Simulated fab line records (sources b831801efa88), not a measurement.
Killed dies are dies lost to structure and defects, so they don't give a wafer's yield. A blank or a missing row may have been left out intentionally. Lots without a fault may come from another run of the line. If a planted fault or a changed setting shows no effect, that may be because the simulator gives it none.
fab line records	flow sky130
record lots=11	wafers=33	lastDay=50
route steps=708 shown VIA2@521 METAL3@535 CAPM@537 PAD_OPEN@708
lots that met no fault: from a run of the same line without faults
startH: hours from the record's opening day to when the first of the lot's shown wafers began	waitH: how many hours have passed since the lot's step before this one	" repeats the value in the row above	L1.1+2: several wafers, shown together as one row	- either no value or no given start	* or withheld: withheld	< > ~ a bound
route shown NAME@n: NAME is a module with steps in the file, n the number in the route of the first one	usual: mean and standard deviation over wafers with no fault	same: alike in all rows	chamber/n: place in a boat	sites: the reading at each site	_std_site: the standard deviation of these	_edge_site: inner sites' mean taken away from outer sites' mean	radiusMm: how far each site lies from the wafer's centre	mask NAME#n: copy n	behind: the last tool/chamber to shape the wafer	hold: why the lot was held/for how many hours/how that ended	device: which transistor (n, p or np) failed to switch	end of line: tests run on the same wafers once the route is complete	for a step that has no rows: nothing shown but its recipe	killed: dies lost to structure and defects at the first sort, not the wafer's yield	map: per-die view of a wafer (x killed, . not killed, _ where there is no die)
set.NAME: the setting as run; set.NAME@STEP: as run at that earlier step	model.NAME: the simulator's own value behind a step, which no gauge read
steps of the route over a sample of lots; a table a step, a row a wafer
services: the hour from which a tool's chamber was out of use, counted from the record's first day as startH (under 0 if before that day), plus the number of hours and why
## steps
# step SKY_VIA2_ETCH_14
# recipe chemistry=N2/H2	target=BARC	ionEnergyEv=200	sourceW=500	biasW=100	pressureMtorr=30	n2FlowSccm=100	h2FlowSccm=200	stopOn=SiO2	timeS=45.9	targetDepthA=600
# usual drypumpMotorCurrentA=6.0/0.42	oesProductAu=0.856/0.0053	throttleValvePct=13.225/0.0091
lot.wafer	tool	chamber	startH	waitH	drypumpMotorCurrentA	oesProductAu	rfHoursCounterH	throttleValvePct
L160.2	rieDiel-02	3	880.32	0.0	5.5	0.858	3	13.217
L160.4	"	2	"	"	5.5	0.866	2	13.243
L160.5	"	2	"	"	5.6	0.860	-	13.224
L159.1	rieDiel-01	0	882.77	0.0	6.2	0.857	21	13.226
L159.4	"	3	"	"	6.1	0.863	10	13.217
L159.6	"	1	"	"	5.6	0.857	-	13.213
L169.1	rieDiel-01	3	935.49	0.0	6.1	0.862	11	13.234
L169.2	"	0	"	"	6.2	0.856	23	13.227
L169.5	"	2	"	"	6.5	0.858	-	13.223
L171.3	rieDiel-03	2	943.72	0.0	5.5	0.846	13	13.221
L171.5	"	3	"	"	6.2	0.862	-	13.233
L171.6	"	2	"	"	5.5	0.846	-	13.220
L172.1	rieDiel-03	3	947.52	0.0	6.1	0.854	10	13.219
L172.2	"	1	"	"	6.3	0.855	21	13.229
L172.4	"	2	"	"	5.5	0.852	13	13.212
L174.1	rieDiel-02	2	961.14	0.0	5.6	0.862	4	13.251
L174.4	"	1	"	"	6.2	0.840	-	13.220
L174.5	"	0	"	"	5.4	0.855	-	13.217
L176.2	rieDiel-01	3	971.81	0.0	6.1	0.852	13	13.223
L176.3	"	2	"	"	6.5	0.851	19	13.218
L176.5	"	2	"	"	6.5	0.856	-	13.225
L179.1	rieDiel-02	1	999.21	0.0	6.2	0.858	9	13.215
L179.2	"	3	"	"	5.5	0.860	6	13.219
L179.4	"	0	"	"	5.3	0.860	13	13.211
L180.2	rieDiel-01	1	1008.17	0.0	5.6	0.858	22	13.222
L180.3	"	2	"	"	6.5	0.859	20	13.216
L180.4	"	3	"	"	6.1	0.865	14	13.229
L182.2	rieDiel-01	3	1010.51	0.0	6.1	0.849	14	13.242
L182.5	"	2	"	"	6.5	0.852	-	13.222
L182.6	"	3	"	"	6.1	0.850	-	13.221
L181.2	rieDiel-02	3	1014.82	0.0	5.5	0.859	6	13.228
L181.4	"	2	"	"	5.6	0.861	6	13.223
L181.6	"	2	"	"	5.6	0.862	-	13.214
# step SKY_VIA2_RS_MEAS_22
# recipe thkMeasGauge=four-point-probe	reads=W_of_VIA2_CVD_21+TiN_of_VIA2_SPUTTER_20
# usual VIA2_W_RS=0.273/0.0049
lot.wafer	tool	chamber	startH	waitH	VIA2_W_RS[ohm/sq]
L160.2	filmMetro-02	-	881.24	0.1	0.271
L160.4	"	-	"	"	0.273
L160.5	"	-	"	"	0.275
L159.1	filmMetro-03	-	883.69	0.1	0.276
L159.4	"	-	"	"	0.277
L159.6	"	-	"	"	0.278
L169.1	filmMetro-02	-	936.60	0.1	0.277
L169.2	"	-	"	"	0.274
L169.5	"	-	"	"	0.275
L171.3	filmMetro-04	-	944.65	0.1	0.268
L171.5	"	-	"	"	0.279
L171.6	"	-	"	"	0.267
L172.1	filmMetro-04	-	948.54	0.2	0.270
L172.2	"	-	"	"	0.270
L172.4	"	-	"	"	0.270
L174.1	filmMetro-03	-	962.18	0.1	0.268
L174.4	"	-	"	"	0.280
L174.5	"	-	"	"	0.279
L176.2	filmMetro-02	-	972.73	0.1	0.264
L176.3	"	-	"	"	0.267
L176.5	"	-	"	"	0.276
L179.1	filmMetro-03	-	1000.13	0.1	0.265
L179.2	"	-	"	"	0.278
L179.4	"	-	"	"	0.279
L180.2	filmMetro-04	-	1009.11	0.1	0.268
L180.3	"	-	"	"	0.281
L180.4	"	-	"	"	0.265
L182.2	filmMetro-04	-	1011.42	0.1	0.277
L182.5	"	-	"	"	0.278
L182.6	"	-	"	"	0.264
L181.2	filmMetro-03	-	1015.74	0.1	0.274
L181.4	"	-	"	"	0.265
L181.6	"	-	"	"	0.277
# step SKY_METAL3_SPUTTER_03
# recipe material=Ti	targetThkNm=5	powerW=3000	timeS=3.3	chamberPressurePa=0.4
# usual throttleValvePct=30.0/0.86
lot.wafer	tool	chamber	startH	waitH	throttleValvePct
L160.2	pvdSputter-04	-	881.78	0.0	30.6
L160.4	"	-	"	"	29.9
L160.5	"	-	"	"	29.9
L159.1	pvdSputter-01	-	884.26	0.0	30.6
L159.4	"	-	"	"	31.0
L159.6	"	-	"	"	30.9
L169.1	pvdSputter-04	-	937.17	0.0	29.7
L169.2	"	-	"	"	30.7
L169.5	"	-	"	"	29.5
L171.3	pvdSputter-01	-	945.18	0.0	30.8
L171.5	"	-	"	"	30.7
L171.6	"	-	"	"	28.8
L172.1	pvdSputter-04	-	949.11	0.0	29.6
L172.2	"	-	"	"	29.9
L172.4	"	-	"	"	30.6
L174.1	pvdSputter-01	-	962.75	0.0	29.6
L174.4	"	-	"	"	30.9
L174.5	"	-	"	"	30.6
L176.2	pvdSputter-04	-	973.28	0.0	30.9
L176.3	"	-	"	"	30.0
L176.5	"	-	"	"	29.9
L179.1	pvdSputter-01	-	1000.69	0.0	28.5
L179.2	"	-	"	"	30.7
L179.4	"	-	"	"	29.6
L180.2	pvdSputter-01	-	1009.66	0.0	30.5
L180.3	"	-	"	"	29.4
L180.4	"	-	"	"	31.0
L182.2	pvdSputter-01	-	1011.96	0.0	31.1
L182.5	"	-	"	"	30.8
L182.6	"	-	"	"	28.8
L181.2	pvdSputter-01	-	1016.29	0.0	28.8
L181.4	"	-	"	"	30.9
L181.6	"	-	"	"	30.7
# step SKY_CAPM_CVD_00
# recipe material=SiO2	targetThkNm=15.5	tempC=400	timeS=withheld	rfW=450
# usual heaterPowerW=700/100
lot.wafer	tool	chamber	startH	waitH	heaterPowerW
L160.2	pecvd-03	2	881.85	0.0	884
L160.4	"	1	"	"	661
L160.5	"	0	"	"	618
L159.1	pecvd-01	1	884.32	0.0	725
L159.4	"	2	"	"	648
L159.6	"	0	"	"	563
L169.1	pecvd-02	1	937.23	0.0	661
L169.2	"	0	"	"	685
L169.5	"	0	"	"	683
L171.3	pecvd-02	1	945.24	0.0	701
L171.5	"	1	"	"	704
L171.6	"	2	"	"	785
L172.1	pecvd-03	2	949.17	0.0	859
L172.2	"	0	"	"	592
L172.4	"	2	"	"	848
L174.1	pecvd-01	1	962.82	0.0	731
L174.4	"	1	"	"	737
L174.5	"	2	"	"	784
L176.2	pecvd-03	1	973.35	0.0	714
L176.3	"	0	"	"	631
L176.5	"	2	"	"	784
L179.1	pecvd-03	1	1000.76	0.0	642
L179.2	"	0	"	"	603
L179.4	"	2	"	"	903
L180.2	pecvd-01	1	1009.73	0.0	723
L180.3	"	0	"	"	526
L180.4	"	1	"	"	776
L182.2	pecvd-02	1	1012.03	0.0	603
L182.5	"	1	"	"	593
L182.6	"	0	"	"	672
L181.2	pecvd-02	0	1016.36	0.0	591
L181.4	"	1	"	"	641
L181.6	"	0	"	"	572
# step SKY_CAPM_THK_MEAS_01
# recipe reads=SiO2_of_CAPM_CVD_00
# usual CAPM_CVD_00_THK=15.45/0.22
lot.wafer	tool	chamber	startH	waitH	CAPM_CVD_00_THK[nm]
L160.2	filmMetro-04	-	881.88	-	15.50
L160.4	"	-	"	"	15.69
L160.5	"	-	"	"	15.80
L159.1	filmMetro-02	-	884.35	-	15.63
L159.4	"	-	"	"	15.77
L159.6	"	-	"	"	15.60
L169.1	filmMetro-01	-	937.26	-	28.18
L169.2	"	-	"	"	15.04
L169.5	"	-	"	"	15.28
L171.3	filmMetro-04	-	945.29	-	28.29
L171.5	"	-	"	"	28.48
L171.6	"	-	"	"	15.46
L172.1	filmMetro-02	-	949.20	-	15.30
L172.2	"	-	"	"	15.51
L172.4	"	-	"	"	15.63
L174.1	filmMetro-02	-	962.84	-	15.31
L174.4	"	-	"	"	15.45
L174.5	"	-	"	"	15.82
L176.2	filmMetro-02	-	973.38	-	15.03
L176.3	"	-	"	"	15.25
L176.5	"	-	"	"	15.67
L179.1	filmMetro-01	-	1000.78	-	15.22
L179.2	"	-	"	"	15.59
L179.4	"	-	"	"	15.78
L180.2	filmMetro-02	-	1009.77	-	15.18
L180.3	"	-	"	"	15.63
L180.4	"	-	"	"	15.43
L182.2	filmMetro-01	-	1012.06	-	15.28
L182.5	"	-	"	"	15.49
L182.6	"	-	"	"	15.69
L181.2	filmMetro-01	-	1016.39	-	15.05
L181.4	"	-	"	"	15.71
L181.6	"	-	"	"	15.35
# step SKY_METAL3_ETCH_17
# recipe target=SiO2	stopOn=TiN	chemistry=C4F8/O2/Ar	sourceW=1500	biasW=1200	pressureMtorr=40	c4f8FlowSccm=withheld	O2_flow_sccm=6	Ar_flow_sccm=300	timeS=3.9	targetDepthA=150
# usual oesProductAu=0.753/0.0065
lot.wafer	tool	chamber	startH	waitH	oesProductAu	rfHoursCounterH
L160.2	rieDiel-02	2	932.89	0.1	0.757	4
L160.4	"	0	"	"	0.758	11
L160.5	"	0	"	"	0.763	-
L159.1	rieDiel-04	2	934.34	0.1	0.754	25
L159.4	"	1	"	"	0.753	12
L159.6	"	3	"	"	0.756	-
L169.1	rieDiel-04	0	986.63	0.1	0.992	11
L169.2	"	1	"	"	0.745	14
L169.5	"	3	"	"	0.742	-
L171.3	rieDiel-04	1	994.22	0.0	1.000	14
L171.5	"	3	"	"	0.998	-
L171.6	"	1	"	"	0.750	-
L172.1	rieDiel-04	0	998.50	0.2	0.746	12
L172.2	"	1	"	"	0.757	14
L172.4	"	1	"	"	0.750	-
L174.1	rieDiel-02	1	1011.22	0.1	0.754	9
L174.4	"	3	"	"	0.745	6
L174.5	"	1	"	"	0.766	-
L176.2	rieDiel-02	2	1021.32	0.1	0.748	6
L176.3	"	0	"	"	0.745	14
L176.5	"	2	"	"	0.758	-
L179.1	rieDiel-04	3	1047.88	0.1	0.740	19
L179.2	"	0	"	"	0.752	13
L179.4	"	1	"	"	0.758	16
L180.2	rieDiel-02	1	1055.59	0.1	0.740	11
L180.3	"	2	"	"	0.762	7
L180.4	"	0	"	"	0.753	15
L182.2	rieDiel-02	2	1058.85	0.1	0.745	7
L182.5	"	2	"	"	0.759	-
L182.6	"	1	"	"	0.753	-
L181.2	rieDiel-04	2	1063.77	0.1	0.748	2
L181.4	"	0	"	"	0.761	14
L181.6	"	3	"	"	0.744	-
# step SKY_PAD_OPEN_PROBE_99
# usual defectLimitedYield=82.1/1.9	killed_at_M0_to_M3=44/6.6	killed_at_M4_up=3.0/1.9	killedAtContacts=24/5.1	killedAtFrontEnd=16/4.6	killedAtOther=0.3/0.59	killedDies=88/9.5	killedOpen=48/6.7	killedShort=40/6.1
# same grossDies=492	killedAtBackSide=0
lot.wafer	tool	chamber	startH	waitH	defectLimitedYield[%]	killed_at_M0_to_M3	killed_at_M4_up	killedAtContacts	killedAtFrontEnd	killedAtOther	killedDies	killedOpen	killedShort
L160.2	prober-01	-	1099.61	0.1	81.1	42	2	36	13	0	93	56	37
L160.4	prober-01	-	1099.71	0.2	82.7	43	4	23	14	1	85	42	42
L160.5	prober-01	-	1099.76	0.2	83.3	39	2	28	11	2	82	41	40
L159.1	prober-02	-	1102.47	0.1	81.5	42	5	25	19	0	91	57	34
L159.4	prober-02	-	1102.62	0.2	83.7	38	1	25	16	0	80	44	36
L159.6	prober-02	-	1102.72	0.2	83.5	46	3	19	13	0	81	41	40
L169.1	prober-01	-	1147.02	0.1	82.5	50	2	19	15	0	86	48	38
L169.2	prober-01	-	1147.07	0.1	81.9	44	4	30	11	0	89	49	40
L169.5	prober-01	-	1147.22	0.2	77.8	57	2	26	24	0	109	53	56
L171.3	prober-01	-	1155.25	0.2	82.3	40	5	22	19	1	87	55	31
L171.5	prober-01	-	1155.35	0.2	86.2	34	3	20	11	0	68	37	31
L171.6	prober-01	-	1155.40	0.2	83.3	38	2	27	15	0	82	45	37
L172.1	prober-02	-	1158.35	0.1	85.4	39	0	24	9	0	72	41	31
L172.2	prober-02	-	1158.40	0.1	82.7	40	1	29	15	0	85	51	34
L172.4	prober-02	-	1158.50	0.2	81.5	49	3	18	21	0	91	53	38
L174.1	prober-02	-	1167.76	0.1	85.0	37	4	16	17	0	74	38	36
L174.4	prober-02	-	1167.91	0.2	81.1	54	6	15	18	0	93	51	41
L174.5	prober-02	-	1167.96	0.2	83.1	41	3	23	15	1	83	40	43
L176.2	prober-01	-	1175.57	0.1	85.6	33	3	22	13	0	71	40	31
L176.3	prober-01	-	1175.62	0.2	82.1	44	2	16	26	0	88	47	41
L176.5	prober-01	-	1175.72	0.2	82.9	46	0	23	15	0	84	53	31
L179.1	prober-02	-	1194.18	0.1	79.5	48	5	30	18	0	101	53	47
L179.2	prober-02	-	1194.23	0.1	83.1	43	1	20	19	0	83	46	37
L179.4	prober-02	-	1194.33	0.2	80.5	52	4	24	16	0	96	54	42
L180.2	prober-02	-	1197.54	0.1	79.5	46	3	34	17	1	101	56	45
L180.3	prober-02	-	1197.59	0.2	79.7	38	3	35	24	0	100	47	52
L180.4	prober-02	-	1197.64	0.2	81.1	40	4	26	23	0	93	52	41
L182.2	prober-02	-	1201.69	0.1	82.3	42	0	29	16	0	87	39	48
L182.5	prober-02	-	1201.84	0.2	83.3	44	2	26	10	0	82	47	35
L182.6	prober-02	-	1201.89	0.2	85.8	38	3	17	11	1	70	37	33
L181.2	prober-02	-	1205.85	0.1	82.7	38	2	29	16	0	85	54	31
L181.4	prober-02	-	1205.95	0.2	84.3	38	1	23	15	0	77	43	34
L181.6	prober-02	-	1206.05	0.2	81.3	47	1	28	16	0	92	54	38
# killed by level:class
L160.2 LI_CONTACT:geometricParticle:open=14 VIA1:geometricParticle:open=10 CONTACT:geometricParticle:open=8 VIA3:geometricParticle:open=8 CONTACT:geometricParticle:short=7 FIELD_ISO:geometricParticle:open=5 METAL1:geometricParticle:short=5 LOCAL_INTERCONNECT:geometricParticle:short=4
L160.4 CONTACT:geometricParticle:open=8 VIA1:geometricParticle:short=8 VIA3:geometricParticle:open=7 LI_CONTACT:geometricParticle:open=6 VIA1:geometricParticle:open=6 FIELD_ISO:geometricParticle:short=4 POLY_GATE:geometricParticle:open=4 CONTACT:geometricParticle:short=4
L160.5 VIA1:geometricParticle:open=12 CONTACT:geometricParticle:open=9 LI_CONTACT:geometricParticle:open=8 VIA1:geometricParticle:short=7 LOCAL_INTERCONNECT:geometricParticle:short=6 POLY_GATE:geometricParticle:short=5 METAL1:geometricParticle:short=5 VIA2:geometricParticle:open=4
L159.1 VIA2:geometricParticle:open=12 VIA1:geometricParticle:open=11 LI_CONTACT:geometricParticle:open=8 CONTACT:geometricParticle:open=7 FIELD_ISO:geometricParticle:open=6 METAL4:geometricParticle:short=5 FIELD_ISO:geometricParticle:short=4 CONTACT:geometricParticle:short=4
L159.4 LI_CONTACT:geometricParticle:open=9 VIA1:geometricParticle:open=8 VIA2:geometricParticle:open=7 VIA3:geometricParticle:open=7 FIELD_ISO:geometricParticle:short=6 CONTACT:geometricParticle:open=6 METAL1:geometricParticle:short=5 LOCAL_INTERCONNECT:geometricParticle:short=4
L159.6 VIA1:geometricParticle:open=11 CONTACT:geometricParticle:open=9 VIA1:geometricParticle:short=7 VIA2:geometricParticle:short=7 VIA3:geometricParticle:open=6 CONTACT:geometricParticle:short=5 METAL2:geometricParticle:short=5 POLY_GATE:geometricParticle:short=4
L169.1 VIA1:geometricParticle:open=9 LI_CONTACT:geometricParticle:open=9 VIA3:geometricParticle:open=8 METAL1:geometricParticle:short=7 FIELD_ISO:geometricParticle:open=6 CONTACT:geometricParticle:open=6 METAL2:geometricParticle:short=6 VIA2:geometricParticle:open=5
L169.2 LI_CONTACT:geometricParticle:open=13 METAL1:geometricParticle:short=9 CONTACT:geometricParticle:open=8 VIA2:geometricParticle:open=7 VIA1:geometricParticle:open=6 VIA3:geometricParticle:open=5 POLY_GATE:geometricParticle:open=4 LOCAL_INTERCONNECT:geometricParticle:short=4
L169.5 VIA1:geometricParticle:open=12 LI_CONTACT:geometricParticle:open=9 VIA1:geometricParticle:short=7 POLY_GATE:geometricParticle:open=6 VIA2:geometricParticle:open=6 VIA3:geometricParticle:short=6 FIELD_ISO:geometricParticle:short=5 LI_CONTACT:geometricParticle:short=5
L171.3 VIA3:geometricParticle:open=13 CONTACT:geometricParticle:open=7 FIELD_ISO:geometricParticle:open=6 LI_CONTACT:geometricParticle:open=6 VIA1:geometricParticle:open=6 FIELD_ISO:geometricParticle:short=5 METAL2:geometricParticle:short=5 CONTACT:geometricParticle:short=4
L171.5 VIA1:geometricParticle:open=8 LOCAL_INTERCONNECT:geometricParticle:short=7 VIA2:geometricParticle:open=6 POLY_GATE:geometricParticle:short=5 CONTACT:geometricParticle:open=5 METAL1:geometricParticle:short=4 METAL2:geometricParticle:short=4 FIELD_ISO:geometricParticle:open=3
L171.6 CONTACT:geometricParticle:open=9 VIA1:geometricParticle:open=7 LOCAL_INTERCONNECT:geometricParticle:short=7 CONTACT:geometricParticle:short=6 FIELD_ISO:geometricParticle:open=5 METAL2:geometricParticle:short=5 VIA2:geometricParticle:short=5 VIA2:geometricParticle:open=4
L172.1 CONTACT:geometricParticle:open=9 VIA1:geometricParticle:open=9 LI_CONTACT:geometricParticle:open=6 VIA2:geometricParticle:open=6 METAL1:geometricParticle:short=5 CONTACT:geometricParticle:short=5 POLY_GATE:geometricParticle:open=4 LOCAL_INTERCONNECT:geometricParticle:short=4
L172.2 CONTACT:geometricParticle:open=15 VIA1:geometricParticle:open=14 LI_CONTACT:geometricParticle:open=6 METAL2:geometricParticle:short=6 FIELD_ISO:geometricParticle:short=5 VIA3:geometricParticle:short=5 FIELD_ISO:geometricParticle:open=4 LOCAL_INTERCONNECT:geometricParticle:short=4
L172.4 VIA1:geometricParticle:open=17 VIA2:geometricParticle:open=8 POLY_GATE:geometricParticle:short=7 LI_CONTACT:geometricParticle:open=6 VIA1:geometricParticle:short=6 POLY_GATE:geometricParticle:open=5 CONTACT:geometricParticle:open=5 VIA3:geometricParticle:open=5
L174.1 VIA2:geometricParticle:open=7 CONTACT:geometricParticle:open=6 VIA1:geometricParticle:open=6 CONTACT:geometricParticle:short=5 POLY_GATE:geometricParticle:short=4 POLY_GATE:geometricParticle:open=4 VIA2:geometricParticle:short=4 FIELD_ISO:geometricParticle:short=3
L174.4 VIA1:geometricParticle:open=13 CONTACT:geometricParticle:open=7 METAL1:geometricParticle:short=7 METAL2:geometricParticle:short=7 VIA2:geometricParticle:open=7 VIA3:geometricParticle:open=6 FIELD_ISO:geometricParticle:open=5 POLY_GATE:geometricParticle:open=5
L174.5 CONTACT:geometricParticle:open=9 VIA1:geometricParticle:open=9 VIA2:geometricParticle:open=7 POLY_GATE:geometricParticle:short=6 CONTACT:geometricParticle:short=6 VIA1:geometricParticle:short=6 POLY_GATE:geometricParticle:open=5 METAL2:geometricParticle:short=5
L176.2 VIA1:geometricParticle:open=11 CONTACT:geometricParticle:open=10 VIA2:geometricParticle:open=6 METAL1:geometricParticle:short=6 METAL2:geometricParticle:short=5 POLY_GATE:geometricParticle:short=4 CONTACT:geometricParticle:short=4 FIELD_ISO:geometricParticle:open=3
L176.3 CONTACT:geometricParticle:open=11 FIELD_ISO:geometricParticle:open=10 VIA1:geometricParticle:open=8 METAL1:geometricParticle:short=7 POLY_GATE:geometricParticle:open=7 VIA1:geometricParticle:short=7 METAL2:geometricParticle:short=6 FIELD_ISO:geometricParticle:short=5
L176.5 VIA1:geometricParticle:open=12 CONTACT:geometricParticle:open=8 VIA2:geometricParticle:open=8 LI_CONTACT:geometricParticle:open=7 VIA1:geometricParticle:short=5 FIELD_ISO:geometricParticle:open=4 FIELD_ISO:geometricParticle:short=4 METAL1:geometricParticle:short=4
L179.1 VIA1:geometricParticle:open=12 VIA2:geometricParticle:open=10 CONTACT:geometricParticle:open=8 METAL2:geometricParticle:short=8 LI_CONTACT:geometricParticle:open=7 VIA1:geometricParticle:short=6 CONTACT:geometricParticle:short=6 FIELD_ISO:geometricParticle:open=5
L179.2 VIA1:geometricParticle:open=9 CONTACT:geometricParticle:open=7 LI_CONTACT:geometricParticle:open=6 FIELD_ISO:geometricParticle:open=5 FIELD_ISO:geometricParticle:short=5 METAL1:geometricParticle:short=5 VIA2:geometricParticle:open=5 LOCAL_INTERCONNECT:geometricParticle:short=4
L179.4 VIA1:geometricParticle:open=12 LI_CONTACT:geometricParticle:open=10 VIA2:geometricParticle:short=7 POLY_GATE:geometricParticle:open=6 CONTACT:geometricParticle:open=6 VIA2:geometricParticle:open=6 METAL3:geometricParticle:short=6 FIELD_ISO:geometricParticle:open=5
L180.2 CONTACT:geometricParticle:open=16 CONTACT:geometricParticle:short=7 METAL1:geometricParticle:short=7 VIA1:geometricParticle:open=7 VIA2:geometricParticle:open=7 VIA1:geometricParticle:short=6 FIELD_ISO:geometricParticle:short=5 LI_CONTACT:geometricParticle:open=5
L180.3 CONTACT:geometricParticle:open=14 VIA1:geometricParticle:open=14 FIELD_ISO:geometricParticle:short=9 VIA1:geometricParticle:short=9 CONTACT:geometricParticle:short=8 LOCAL_INTERCONNECT:geometricParticle:short=6 POLY_GATE:geometricParticle:short=5 LI_CONTACT:geometricParticle:open=5
L180.4 CONTACT:geometricParticle:open=12 FIELD_ISO:geometricParticle:short=8 VIA1:geometricParticle:open=8 VIA3:geometricParticle:open=8 CONTACT:geometricParticle:short=7 FIELD_ISO:geometricParticle:open=6 METAL2:geometricParticle:short=6 LI_CONTACT:geometricParticle:open=4
L182.2 FIELD_ISO:geometricParticle:short=8 METAL1:geometricParticle:short=8 VIA1:geometricParticle:open=8 LI_CONTACT:geometricParticle:short=7 LOCAL_INTERCONNECT:geometricParticle:short=7 VIA2:geometricParticle:open=7 LI_CONTACT:geometricParticle:open=6 VIA3:geometricParticle:open=5
L182.5 VIA1:geometricParticle:open=11 VIA2:geometricParticle:open=7 LI_CONTACT:geometricParticle:open=7 CONTACT:geometricParticle:open=7 VIA1:geometricParticle:short=6 METAL1:geometricParticle:short=5 VIA3:geometricParticle:open=5 LOCAL_INTERCONNECT:geometricParticle:short=4
L182.6 VIA3:geometricParticle:open=9 VIA2:geometricParticle:open=6 CONTACT:geometricParticle:open=6 METAL2:geometricParticle:short=6 LI_CONTACT:geometricParticle:open=5 VIA1:geometricParticle:open=5 LI_CONTACT:geometricParticle:short=4 VIA1:geometricParticle:short=4
L181.2 VIA1:geometricParticle:open=12 LI_CONTACT:geometricParticle:open=12 CONTACT:geometricParticle:open=9 LOCAL_INTERCONNECT:geometricParticle:short=5 METAL1:geometricParticle:short=5 VIA3:geometricParticle:open=5 FIELD_ISO:geometricParticle:short=4 POLY_GATE:geometricParticle:open=4
L181.4 VIA1:geometricParticle:open=9 CONTACT:geometricParticle:open=8 METAL1:geometricParticle:short=7 LI_CONTACT:geometricParticle:open=6 VIA2:geometricParticle:open=6 FIELD_ISO:geometricParticle:open=5 VIA3:geometricParticle:open=4 CONTACT:geometricParticle:short=4
L181.6 VIA1:geometricParticle:open=18 LI_CONTACT:geometricParticle:open=12 METAL2:geometricParticle:short=8 CONTACT:geometricParticle:open=7 VIA2:geometricParticle:open=6 VIA2:geometricParticle:short=5 LI_CONTACT:geometricParticle:short=5 VIA3:geometricParticle:short=4
## services
tool	chamber	startH	hours	kind
rieDiel-04	-	857.98	0.7	repair
pecvd-03	0	858.35	10.5	repair
rieDiel-04	0	859.34	7.8	repair
rieDiel-01	3	864.77	4.8	repair
pvdSputter-01	-	893.72	3.4	repair
rieDiel-02	-	901.98	0.7	repair
pecvd-02	-	915.84	1.6	repair
pecvd-03	-	926.21	1.1	repair
pecvd-03	-	927.98	0.5	repair
rieDiel-02	1	951.30	4.8	repair
pvdSputter-01	-	954.67	3.9	repair
rieDiel-02	2	955.61	1.7	repair
rieDiel-02	3	955.70	7.2	repair
pvdSputter-04	-	956.47	14.5	repair
rieDiel-04	0	968.87	4.2	repair
pecvd-02	-	970.71	8.1	repair
rieDiel-01	1	971.64	3.6	repair
rieDiel-02	2	983.58	13.8	repair
pvdSputter-01	-	1003.75	2.3	repair
rieDiel-01	-	1011.53	14.6	pm
rieDiel-04	-	1024.26	0.4	repair
rieDiel-04	-	1037.80	0.6	repair
rieDiel-04	3	1041.35	4.2	repair
rieDiel-02	-	1060.15	15.6	pm
## key
firstSign step=SKY_CAPM_THK_MEAS_01	reading=CAPM_CVD_00_THK	direction=up	sigmas=59	usual=15.45	struck=28.31
effect step=SKY_METAL3_ETCH_17	reading=oesProductAu	direction=up	sigmas=38	usual=0.753	struck=0.997
metAt SKY_CAPM_CVD_00
struckLots L169,L171
struckWafers L169.1,L171.3,L171.5
notActingAt SKY_VIA2_ETCH_14,SKY_VIA2_RS_MEAS_22,SKY_METAL3_SPUTTER_03
fault kind=processParameterDrift	tool=pecvd-02	chamber=1	onsetH=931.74	steps=SKY_CAPM_CVD_00	channel=targetThkNm	offset=12.897	shape=step	endH=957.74	actsIn=theseRecipesOnly	stated=15.5
